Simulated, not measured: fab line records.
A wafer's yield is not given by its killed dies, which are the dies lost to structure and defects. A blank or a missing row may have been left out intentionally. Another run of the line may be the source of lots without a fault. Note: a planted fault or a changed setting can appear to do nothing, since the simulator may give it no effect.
Commonality check across tools -- flow sky130 -- Sample size 13 lots and 40 wafers

== WHY IT WAS OPENED ==
On 1 of the 13 lots, a flag is raised at SKY_SD_N_CD_MEAS_07 on the reading cdNm. Fault-free wafers read 380.5 nm, with a standard deviation of 2.5.
Rule: a lot gets a flag if all its wafers with a number sit over 4 standard deviations from that mean, or if no wafer of it has a number. As for the other lots, they are considered sound.

lot,measured,on,"cdNm (nm), wafer by wafer",flag
L223,day 28 13:47,cdSem-01,381.4 382.7 379.3,
L224,day 28 20:19,cdSem-02,380.0 381.0 379.1,
L226,day 29 17:01,cdSem-02,383.2 383.6 382.2,
L225,day 29 17:20,cdSem-02,384.7 383.4 383.9,
L228,day 30 02:48,cdSem-01,378.9 376.9 378.3,
L227,day 30 04:21,cdSem-02,379.5 381.6 378.3,
L229,day 30 12:40,cdSem-02,382.3 383.3 382.6,
L230,day 30 14:53,cdSem-01,380.1 380.0 382.0,
L231,day 31 01:55,cdSem-01,381.5 379.0 381.2,
L232,day 31 07:40,cdSem-01,379.1 378.2 382.1,
L235,day 32 01:34,cdSem-01,382.3 383.8 384.1,
L234,day 32 01:56,cdSem-01,383.9 383.3 383.9,
L238,day 32 21:11,cdSem-02,356.3 364.8 355.9 365.1,FLAGGED
The mean of the flagged lots' numbers is 360.5 nm, -20.0 nm from the usual (-8 standard deviations).

== TOOL THAT RAN EACH LOT ==
The record keeps 1 process step preceding the reading, out of 708 steps on the route. In each cell: the tool, then ch and the chambers that the sampled wafers went through, then the start.
lot,flag,SKY_SD_N_EXPOSE_04
L223,,"ilineStepper-02 ch 0, day 28 00:37"
L224,,"ilineStepper-01 ch 0, day 28 06:34"
L226,,"ilineStepper-01 ch 0, day 29 03:15"
L225,,"ilineStepper-02 ch 0, day 29 03:31"
L228,,"ilineStepper-02 ch 0, day 29 13:03"
L227,,"ilineStepper-02 ch 0, day 29 15:00"
L229,,"ilineStepper-02 ch 0, day 29 22:49"
L230,,"ilineStepper-02 ch 0, day 30 00:40"
L231,,"ilineStepper-01 ch 0, day 30 12:32"
L232,,"ilineStepper-01 ch 0, day 30 18:32"
L235,,"ilineStepper-02 ch 0, day 31 12:12"
L234,,"ilineStepper-02 ch 0, day 31 12:55"
L238,FLAGGED,"ilineStepper-02 ch 0, day 32 09:10"
What the steps here do:
- SKY_SD_N_EXPOSE_04: exposes mask NSDM, target cd 380 nm.
- SKY_SD_N_CD_MEAS_07: target cd 380 nm.

== FLAGGED AGAINST TOTAL, ONE TOOL AT A TIME (gauges that did the reading follow at the end) ==
step,tool,lots run,flagged,share of the flagged lots,sound lots run after its first flagged lot
SKY_SD_N_EXPOSE_04,ilineStepper-01,4,0,none,-
SKY_SD_N_EXPOSE_04,ilineStepper-02,9,1,all,0
SKY_SD_N_CD_MEAS_07,cdSem-01,7,0,none,-
SKY_SD_N_CD_MEAS_07,cdSem-02,6,1,all,0

== WHAT THE TABLE PERMITS ==
ilineStepper-02 at SKY_SD_N_EXPOSE_04 and cdSem-02 at SKY_SD_N_CD_MEAS_07 are the 2 rows of the table that ran each flagged lot.
- ilineStepper-02 at SKY_SD_N_EXPOSE_04: 1 of its 9 lots flagged. Last sound lot L234 at day 31 12:55, first flagged lot L238 at day 32 09:10; a fault beginning in between fits. Its own readings lie more than 4 standard deviations out on every wafer of the flagged lots: exposureDoseMJCm2.
- cdSem-02 at SKY_SD_N_CD_MEAS_07: 1 of its 6 lots flagged. Last sound lot L229 at day 30 12:40, first flagged lot L238 at day 32 21:11; a fault beginning in between fits.
Because each of these 2 tools fits a fault that began at some hour, counting lots does not separate them. More lots, or a look at what each step does to the wafer, might.

== WHAT HAD BEEN PUT IN BY THE SIMULATOR ==
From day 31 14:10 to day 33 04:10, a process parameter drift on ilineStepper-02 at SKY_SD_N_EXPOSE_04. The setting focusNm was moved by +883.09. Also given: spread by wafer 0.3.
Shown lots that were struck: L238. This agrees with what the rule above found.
